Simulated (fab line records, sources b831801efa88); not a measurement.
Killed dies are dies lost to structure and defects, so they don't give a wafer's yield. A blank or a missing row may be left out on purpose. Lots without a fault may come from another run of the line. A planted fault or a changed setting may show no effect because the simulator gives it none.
fab line records | flow gf180mcu
record lots=13 wafers=39 last_day=34
route steps=602 shown V3@434
lots that met no fault: from a run of the same line without faults
start_h: hours from the record's first day to the start of the lot's first wafer shown | wait_h: hours since the lot's step before | " the same as in the row above | L1.1+2: a row that stands for several wafers | - no value, or no start given | * or withheld: withheld | < > ~ a bound
route shown NAME@n: a module of which the file shows steps, and the number in the route of the first | usual: mean/standard deviation of fault-free wafers | same: alike in all rows | chamber/n: place in a boat | sites: the reading at each site | _std_site: their standard deviation | _edge_site: outer sites' mean less inner sites' | radius_mm: how far each site lies from the wafer's centre | mask NAME#n: copy n | behind: the tool/chamber that last shaped the wafer | hold: why the lot was held/for how many hours/how that ended | device: the transistor (n, p or np) that didn't switch | end of line: the same wafers' tests at the end of the route | a step without rows: its recipe alone | killed: dies lost to structure and defects at the first sort, not the wafer's yield | map: a wafer's dies, x killed, . not, _ none there
set.NAME: the setting as run; set.NAME@STEP: as run at that earlier step | model.NAME: the simulator's own value behind a step, which no gauge read
steps of the route over a sample of lots; a table a step, a row a wafer
services: from which hour (start_h, from the record's first day; less than 0 if before it) a tool's chamber was out of use, for how many hours, and why
## steps
# step GF_V3_BOW_MEAS_05
# recipe mode=bow
# usual V3_BOW=116/8.3
# columns lot.wafer tool chamber start_h wait_h V3_BOW[um]
L709.3 film_metro-04 - 489.49 0.3 105
L709.4 " - " " 112
L709.5 " - " " 112
L710.3 film_metro-02 - 511.80 0.2 116
L710.4 " - " " 117
L710.5 " - " " 118
L712.2 film_metro-01 - 527.20 0.3 105
L712.3 " - " " 110
L712.5 " - " " 109
L714.2 film_metro-01 - 554.67 0.3 110
L714.5 " - " " 100
L714.6 " - " " 100
L715.2 film_metro-01 - 560.20 0.3 130
L715.3 " - " " 125
L715.6 " - " " 116
L716.2 film_metro-02 - 561.50 0.3 106
L716.3 " - " " 123
L716.6 " - " " 118
L718.1 film_metro-04 - 576.77 0.1 124
L718.3 " - " " 111
L718.6 " - " " 117
L721.2 film_metro-02 - 596.47 0.1 131
L721.5 " - " " 124
L721.6 " - " " 123
L722.2 film_metro-02 - 608.87 0.3 112
L722.4 " - " " 134
L722.5 " - " " 131
L723.2 film_metro-04 - 615.35 0.2 104
L723.4 " - " " 120
L723.5 " - " " 119
L726.1 film_metro-01 - 635.03 0.1 116
L726.5 " - " " 124
L726.6 " - " " 110
L729.1 film_metro-04 - 655.65 0.2 100
L729.4 " - " " 123
L729.5 " - " " 112
L731.2 film_metro-02 - 668.65 0.2 122
L731.4 " - " " 119
L731.5 " - " " 126
# step GF_V3_EXPOSE_11
# recipe mask_id=Via3 target_cd_nm=260 na=0.68 source_shape=conventional sigma_outer=0.6 dose_mj=38
# columns lot.wafer tool chamber start_h wait_h mask
L709.3+4+5 krf_scanner-01 0 501.78 - Via3#0
L710.3+4+5 krf_scanner-01 0 523.65 - Via3#0
L712.2+3+5 krf_scanner-02 0 538.82 - Via3#0
L714.2+5+6 krf_scanner-01 0 566.41 - Via3#0
L715.2+3+6 krf_scanner-02 0 571.21 - Via3#0
L716.2+3+6 krf_scanner-01 0 572.52 - Via3#0
L718.1+3+6 krf_scanner-02 0 587.63 - Via3#0
L721.2+5+6 krf_scanner-01 0 607.55 - Via3#0
L722.2+4+5 krf_scanner-01 0 619.25 - Via3#0
L723.2+4+5 krf_scanner-02 0 625.87 - Via3#0
L726.1+5+6 krf_scanner-01 0 645.11 - Via3#0
L729.1+4+5 krf_scanner-01 0 665.44 - Via3#0
L731.2+4+5 krf_scanner-01 0 678.96 - Via3#0
# step GF_V3_OVL_MEAS_15
# usual V3_OVL=3/6
# columns lot.wafer tool chamber start_h wait_h V3_OVL[nm]
L709.3 overlay-01 - 513.21 0.1 -3
L709.4 " - " " 3
L709.5 " - " " -4
L710.3 overlay-01 - 535.39 0.1 3
L710.4 " - " " 8
L710.5 " - " " 5
L712.2 overlay-01 - 550.35 0.1 0
L712.3 " - " " 4
L712.5 " - " " -4
L714.2 overlay-01 - 577.04 0.1 12
L714.5 " - " " 1
L714.6 " - " " 7
L715.2 overlay-01 - 582.00 0.1 3
L715.3 " - " " 2
L715.6 " - " " 3
L716.2 overlay-01 - 583.74 0.1 3
L716.3 " - " " -4
L716.6 " - " " -5
L718.1 overlay-02 - 598.28 0.1 7
L718.3 " - " " 4
L718.6 " - " " 1
L721.2 overlay-01 - 617.85 0.1 3
L721.5 " - " " -4
L721.6 " - " " 5
L722.2 overlay-01 - 629.65 0.1 -13
L722.4 " - " " -8
L722.5 " - " " -1
L723.2 overlay-02 - 636.11 0.1 3
L723.4 " - " " 2
L723.5 " - " " 3
L726.1 overlay-01 - 654.78 0.1 0
L726.5 " - " " -8
L726.6 " - " " 1
L729.1 overlay-01 - 675.20 0.1 55
L729.4 " - " " 56
L729.5 " - " " 61
L731.2 overlay-02 - 688.44 0.1 46
L731.4 " - " " 52
L731.5 " - " " 53
# step GF_V3_SPUTTER_21
# recipe material=Ti target_thk_nm=15 chamber_pressure_pa=5 power_w=2500 substrate_temp_c=200 time_s=80.02
# usual throttle_valve_pct=30.0/0.8
# columns lot.wafer tool chamber start_h wait_h throttle_valve_pct
L709.3 pvd_sputter-04 - 513.93 0.0 27.5
L709.4 " - " " 30.1
L709.5 " - " " 27.6
L710.3 pvd_sputter-01 - 536.07 0.0 30.2
L710.4 " - " " 30.3
L710.5 " - " " 29.9
L712.2 pvd_sputter-01 - 551.08 0.0 29.9
L712.3 " - " " 30.5
L712.5 " - " " 30.2
L714.2 pvd_sputter-01 - 577.74 0.0 30.5
L714.5 " - " " 30.2
L714.6 " - " " 30.0
L715.2 pvd_sputter-03 - 582.70 0.0 30.6
L715.3 " - " " 29.8
L715.6 " - " " 30.8
L716.2 pvd_sputter-04 - 584.43 0.0 28.5
L716.3 " - " " 30.9
L716.6 " - " " 28.5
L718.1 pvd_sputter-03 - 598.98 0.0 29.8
L718.3 " - " " 30.5
L718.6 " - " " 30.8
L721.2 pvd_sputter-04 - 618.54 0.0 29.9
L721.5 " - " " 30.9
L721.6 " - " " 27.6
L722.2 pvd_sputter-01 - 630.45 0.0 30.3
L722.4 " - " " 29.9
L722.5 " - " " 30.4
L723.2 pvd_sputter-01 - 636.82 0.0 30.3
L723.4 " - " " 30.2
L723.5 " - " " 29.9
L726.1 pvd_sputter-03 - 655.59 0.0 29.8
L726.5 " - " " 30.5
L726.6 " - " " 29.8
L729.1 pvd_sputter-03 - 675.93 0.0 30.7
L729.4 " - " " 30.7
L729.5 " - " " 29.8
L731.2 pvd_sputter-01 - 689.13 0.0 30.6
L731.4 " - " " 30.4
L731.5 " - " " 30.4
# step GF_V3_THK_MEAS_25
# recipe thk_meas_gauge=xrf reads=W_of_V3_CVD_23
# usual V3_W_THK=353/5.8
# columns lot.wafer tool chamber start_h wait_h V3_W_THK[nm]
L709.3 film_metro-02 - 514.28 0.1 359
L709.4 " - " " 361
L709.5 " - " " 358
L710.3 film_metro-02 - 536.43 0.1 350
L710.4 " - " " 344
L710.5 " - " " 354
L712.2 film_metro-02 - 551.42 0.1 347
L712.3 " - " " 347
L712.5 " - " " 348
L714.2 film_metro-01 - 578.08 0.1 353
L714.5 " - " " 350
L714.6 " - " " 356
L715.2 film_metro-02 - 583.04 0.1 355
L715.3 " - " " 360
L715.6 " - " " 357
L716.2 film_metro-02 - 584.77 0.1 357
L716.3 " - " " 356
L716.6 " - " " 364
L718.1 film_metro-01 - 599.32 0.1 354
L718.3 " - " " 357
L718.6 " - " " 346
L721.2 film_metro-02 - 618.89 0.1 346
L721.5 " - " " 351
L721.6 " - " " 353
L722.2 film_metro-02 - 630.80 0.1 343
L722.4 " - " " 357
L722.5 " - " " 349
L723.2 film_metro-04 - 637.16 0.1 359
L723.4 " - " " 355
L723.5 " - " " 355
L726.1 film_metro-01 - 655.92 0.1 355
L726.5 " - " " 343
L726.6 " - " " 355
L729.1 film_metro-01 - 676.26 0.1 360
L729.4 " - " " 359
L729.5 " - " " 357
L731.2 film_metro-04 - 689.47 0.1 355
L731.4 " - " " 368
L731.5 " - " " 355
## services
# columns tool chamber start_h hours kind
krf_scanner-02 - 478.16 1.0 pm
krf_scanner-02 - 479.16 1.3 pm
krf_scanner-02 - 480.99 0.8 repair
pvd_sputter-04 - 483.19 2.5 repair
krf_scanner-02 - 485.44 0.3 repair
pvd_sputter-03 2 503.98 - consumable_replace:kit
krf_scanner-02 - 506.61 4.0 pm
pvd_sputter-04 - 509.63 1.0 repair
krf_scanner-01 - 515.37 4.0 pm
krf_scanner-01 - 529.09 1.0 pm
krf_scanner-01 - 531.15 1.3 pm
krf_scanner-01 - 535.93 0.8 pm
krf_scanner-01 - 552.45 1.6 repair
pvd_sputter-01 - 553.80 2.2 repair
krf_scanner-02 - 582.31 0.8 pm
krf_scanner-01 0 594.58 - calibration
krf_scanner-02 - 594.70 0.2 repair
krf_scanner-02 - 599.36 0.6 repair
pvd_sputter-01 - 605.67 3.7 repair
krf_scanner-02 - 647.16 1.0 pm
krf_scanner-02 - 652.66 1.7 repair
krf_scanner-02 - 653.47 2.5 repair
krf_scanner-02 - 655.94 1.3 pm
pvd_sputter-03 - 673.17 1.8 repair
## key
first_sign step=GF_V3_OVL_MEAS_15 reading=V3_OVL direction=up sigmas=8.5 usual=3 struck=54
effect none on later readings
met_at GF_V3_EXPOSE_11
struck_lots L729,L731
not_acting_at GF_V3_BOW_MEAS_05,GF_V3_SPUTTER_21,GF_V3_THK_MEAS_25
onset_between 645.11 665.44
also_fits time
fault kind=scanner_matching_overlay tool=krf_scanner-01 chamber=- onset_h=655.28 steps=GF_V3_EXPOSE_11 offset=52.139
